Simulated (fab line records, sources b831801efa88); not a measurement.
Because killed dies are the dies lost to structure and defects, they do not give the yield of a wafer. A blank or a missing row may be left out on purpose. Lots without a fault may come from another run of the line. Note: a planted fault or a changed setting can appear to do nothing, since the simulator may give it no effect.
Which tool is to blame?    flow sky130    6 lots with 18 wafers sampled at 4 steps, on a route of 708 steps

== WHAT THE GAUGES SHOWED, per wafer ==
SKY_NWELL_TW_MEAS_26.
lot   measured      on             NWELL_2_TW
L407  day 6 01:01   film metro-02  500 501 502
L409  day 6 05:29   film metro-03  491 492 490
L413  day 6 12:28   film metro-02  502 498 501
L420  day 12 04:53  film metro-03  490 492 493
L423  day 12 01:38  film metro-03  495 491 497
L425  day 12 04:56  film metro-02  507 504 505

== EACH LOT AND THE TOOL THAT RAN IT (in order: tool; ch and the chambers of the sampled wafers; start) ==
lot   SKY_FIELD_ISO_ETCH_15              SKY_FIELD_ISO_STRIP_16               SKY_DNWELL_STRIP_08
L407  rie diel-03 ch 1,2,3, day 2 22:09  plasma asher-04 ch 1, day 2 22:12    plasma asher-02 ch 0, day 4 00:05
L409  rie diel-03 ch 1,2,3, day 3 07:29  plasma asher-01 ch 0,1, day 3 07:32  plasma asher-03 ch 0,1, day 4 08:17
L413  rie diel-01 ch 1,2,3, day 4 03:41  plasma asher-04 ch 0,1, day 4 03:44  plasma asher-01 ch 0,1, day 5 04:08
L420  rie diel-01 ch 1,2,3, day 7 18:30  plasma asher-01 ch 0,1, day 7 18:34  plasma asher-03 ch 0,1, day 9 05:21
L423  rie diel-02 ch 0,2, day 7 20:54    plasma asher-01 ch 0,1, day 7 20:58  plasma asher-02 ch 0,1, day 9 03:36
L425  rie diel-02 ch 0,1, day 7 21:59    plasma asher-02 ch 0,1, day 7 22:04  plasma asher-02 ch 0,1, day 9 05:32
- SKY_FIELD_ISO_ETCH_15: etches the open film in CHF3/O2, stops on Si, target depth 180 nm, time 72 s.
- SKY_FIELD_ISO_STRIP_16: strips in O2/N2.
- SKY_DNWELL_STRIP_08: strips in O2/N2.

== THE ANSWER, worked out from the rows above alone ==
Rule: what is usual is taken from the lots themselves. Put in order of their means at a reading, lots are off if they are a third of the lots or fewer, leave a main group of 4 or more, and stand apart from it by a gap of 3 or more times the standard deviation of the main group's means; of several such gaps the widest counts. The tables above print the reading to a certain number of digits; a main group whose means all agree to those digits is not used. Also off: a lot with no number at a reading for which 4 or more lots have one. The other lots that the step has rows for count as sound.
No lot is off at any reading shown: from this, nothing can be told.

== WHAT THE SIMULATOR HAD INSERTED ==
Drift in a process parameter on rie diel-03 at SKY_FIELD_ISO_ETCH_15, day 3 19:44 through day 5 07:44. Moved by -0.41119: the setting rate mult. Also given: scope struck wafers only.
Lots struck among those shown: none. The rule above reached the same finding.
